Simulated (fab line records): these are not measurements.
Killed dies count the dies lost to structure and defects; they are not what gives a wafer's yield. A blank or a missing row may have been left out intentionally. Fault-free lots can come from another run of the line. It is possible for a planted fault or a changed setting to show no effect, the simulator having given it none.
What tool caused it?    flow gf180mcu    18 wafers from 6 lots sampled at 3 of the route's 602 steps

WHAT THE GAUGES SHOWED, per wafer
GF_V2_CD_MEAS_14: target cd 260 nm.
lot   measured      on        cdNm (nm)
L997  day 20 15:34  cdSem-01  263.0 262.1 263.6
L100  day 21 23:10  cdSem-01  261.7 261.7 260.3
L103  day 22 19:30  cdSem-01  259.9 258.3 258.2
L111  day 25 18:55  cdSem-01  259.5 259.1 259.5
L114  day 26 11:45  cdSem-02  259.8 260.3 260.0
L116  day 27 02:21  cdSem-02  259.8 259.5 259.1

WHAT TOOL EACH LOT RAN ON (gives the tool, then ch and the chambers of the sampled wafers, and finally the start)
lot   GF_V2_CVD_02                     GF_V2_SOFTBAKE_10
L997  pecvd-01 ch 0,2, day 19 15:29    lithoTrack-01 ch 0, day 20 03:00
L100  pecvd-01 ch 1,2, day 20 21:59    lithoTrack-04 ch 0, day 21 10:00
L103  pecvd-02 ch 1,2, day 21 19:14    lithoTrack-04 ch 0, day 22 07:00
L111  pecvd-02 ch 1,2, day 24 21:26    lithoTrack-01 ch 0, day 25 08:00
L114  pecvd-02 ch 0,1,2, day 25 14:39  lithoTrack-03 ch 0, day 26 01:00
L116  pecvd-03 ch 0,1,2, day 26 05:47  lithoTrack-01 ch 0, day 26 16:00
- GF_V2_CVD_02: deposits SiO2 from TEOS, target thk 850 nm, time 94.851 s.
- GF_V2_SOFTBAKE_10: time 60 s.

THE ANSWER, worked out from the rows above alone
Rule: usual is defined by the lots themselves. The widest of any qualifying gaps counts: lots, ordered by their means at a reading, are off when they make up no more than a third of the lots, leave a main group of 4 or more, and stand apart from it by 3 or more times the standard deviation of that group's means. The tables above print the reading to a certain number of digits; a main group whose means all agree to those digits is not used. A lot without any number at a reading at which 4 lots or more have one is off too. Where the step has rows for the other lots, those lots are counted as sound.
Across all readings shown, no lot is off: no conclusion can be drawn from this.

WHAT THE SIMULATOR PUT IN
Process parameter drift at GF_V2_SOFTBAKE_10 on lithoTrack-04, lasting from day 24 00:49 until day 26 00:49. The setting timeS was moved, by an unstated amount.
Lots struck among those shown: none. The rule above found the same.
